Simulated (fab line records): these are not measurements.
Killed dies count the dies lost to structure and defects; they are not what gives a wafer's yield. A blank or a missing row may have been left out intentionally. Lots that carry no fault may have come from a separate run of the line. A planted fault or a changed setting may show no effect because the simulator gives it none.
A lot that was struck, set against a sound lot	flow sky130	14 out of 708 route steps
Sound: wafers L741.3, L741.4, L741.5. Wafers L745.1, L745.3, L745.6 were the ones struck. Last of all comes the cause.
For every step that has rows: the tool of each side, followed by ch and its chambers, followed by its first start. Under that, the readings that differ: sound wafers	struck wafers	difference of the means	sigmas: that difference in standard deviations of wafers without a fault.
alike: words and numbers the same on both sides, and readings whose means are apart by under 2 such deviations; not compared: readings that were withheld, readings missing a value for some wafer, numbers with overlapping values and no deviation given by the record, and bounds like >300 which may hide the same value.
The two part at a step that has a row with sigmas, a row that says differs or no value, or rows on one side only. Numbers that have no deviation but don't overlap get no sigmas and don't part them. Lack of a reading on every wafer of one side parts them only where that side has two or more wafers.

SKY_METAL1_SPUTTER_01: material TiN, target thk 20 nm, time 16.7 s.
  sound on pvd-sputter-02, day 33 19:58; struck on pvd-sputter-02, day 35 08:31
  alike: throttle-valve-pct
SKY_METAL1_SPUTTER_02: material AlCu, target thk 250 nm, time 13.3 s.
  sound on pvd-sputter-02, day 33 20:00; struck on pvd-sputter-02, day 35 08:33
  alike: throttle-valve-pct
SKY_METAL1_SPUTTER_03: material Ti, target thk 5 nm, time 3.3 s.
  sound on pvd-sputter-02, day 33 20:01; struck on pvd-sputter-02, day 35 08:34
  alike: throttle-valve-pct
SKY_METAL1_SPUTTER_04: material TiN, target thk 70 nm, time 58.3 s.
  sound on pvd-sputter-02, day 33 20:02; struck on pvd-sputter-02, day 35 08:35
  alike: throttle-valve-pct
SKY_METAL1_RS_MEAS_05: a four-point-probe measurement.
  sound on film-metro-01, day 33 20:08; struck on film-metro-04, day 35 08:38
  alike: METAL1_ALCU_RS
SKY_METAL1_THK_MEAS_06: measures by xrf.
  sound on film-metro-01, day 33 20:14; struck on film-metro-04, day 35 08:46
  alike: METAL1_ALCU_THK
then, 6 steps without rows for these wafers: SKY_METAL1_DEHYDRATE_07 (time 60 s); SKY_METAL1_HMDS_08 (prime time 60 s); SKY_METAL1_COAT_09 (resist thk 60 nm); SKY_METAL1_COAT_10 (resist thk 450 nm); SKY_METAL1_SOFTBAKE_11 (time 90 s); SKY_METAL1_EXPOSE_12 (exposes mask MM1, target cd 140 nm).
SKY_METAL1_PEB_13:
  sound on litho-track-04 ch 0, day 34 21:00; struck on litho-track-01, day 36 09:00
reading	sound	struck	difference	sigmas
exhaust-pa (Pa)	45.8 46.4 46.5	- - -	no value on the struck wafers	
  not compared: chill-plate-temp-C
then, 1 step without rows for these wafers: SKY_METAL1_DEVELOP_14 (develop time 60 s).

## WHERE THEY PART
Only at SKY_METAL1_PEB_13, within this record.

WHY: what the simulator had put in
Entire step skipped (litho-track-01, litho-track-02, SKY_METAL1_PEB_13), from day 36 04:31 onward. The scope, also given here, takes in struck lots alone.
